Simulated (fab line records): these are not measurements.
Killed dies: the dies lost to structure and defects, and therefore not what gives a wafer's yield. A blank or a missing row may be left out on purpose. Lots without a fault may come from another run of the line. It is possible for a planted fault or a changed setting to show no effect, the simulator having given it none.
Chamber matching    flow sfqLine    SFQ_TRILAYER_I0_VIA_ETCH_VIA_ETCH_034 on rieDiel-04 has 4 sister chambers
The step etches SiO2 in CHF3, stops on Nb, target depth 260 nm. 8 wafers are shown with their chamber, then 7 later ones without.

WAFERS PAIRED WITH THEIR CHAMBERS
wafer   chamber  drypumpMotorCurrentA (A)  oesProductAu (a.u.)
L160.2  1        6.0                       0.860
L173.2  1        6.0                       0.851
L173.3  3        5.6                       0.857
L175.1  0        5.1                       0.851
L175.2  2        6.1                       0.865
L175.5  0        5.1                       0.853
L176.1  2        6.0                       0.854
L176.5  3        5.6                       0.854

WAFERS WHOSE CHAMBER IS MISSING
wafer   drypumpMotorCurrentA (A)  oesProductAu (a.u.)
L176.6  5.1                       0.853
L179.3  5.1                       0.857
L179.4  6.0                       0.853
L179.5  6.1                       0.848
L181.1  6.0                       0.857
L181.3  6.1                       0.850
L181.5  6.0                       0.847

EACH ONE'S CHAMBER
wafer   from the rows above      in truth
L176.6  0                        0
L179.3  0                        0
L179.4  can't be placed: 1 or 2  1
L179.5  can't be placed: 2 or 1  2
L181.1  can't be placed: 1 or 2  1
L181.3  can't be placed: 2 or 1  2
L181.5  can't be placed: 1 or 2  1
2 of 7 placed correctly. These rows do not allow placing 5 (true chamber among the candidates in 5). Number placed wrongly: 0.
How it was worked out, from the rows above alone: a wafer's distance from a chamber is the root of the sum, over the readings, of the square of ((its reading less the chamber's mean) divided by the reading's scatter). The wafer belongs to the nearest chamber; if the next one is less than 2 further off, it can't be placed. Each chamber's mean is taken over the wafers shown for it. The scatter: the root of (the sum of the squares of (reading less its chamber's mean) over the shown wafers, divided by (wafers less chambers)).
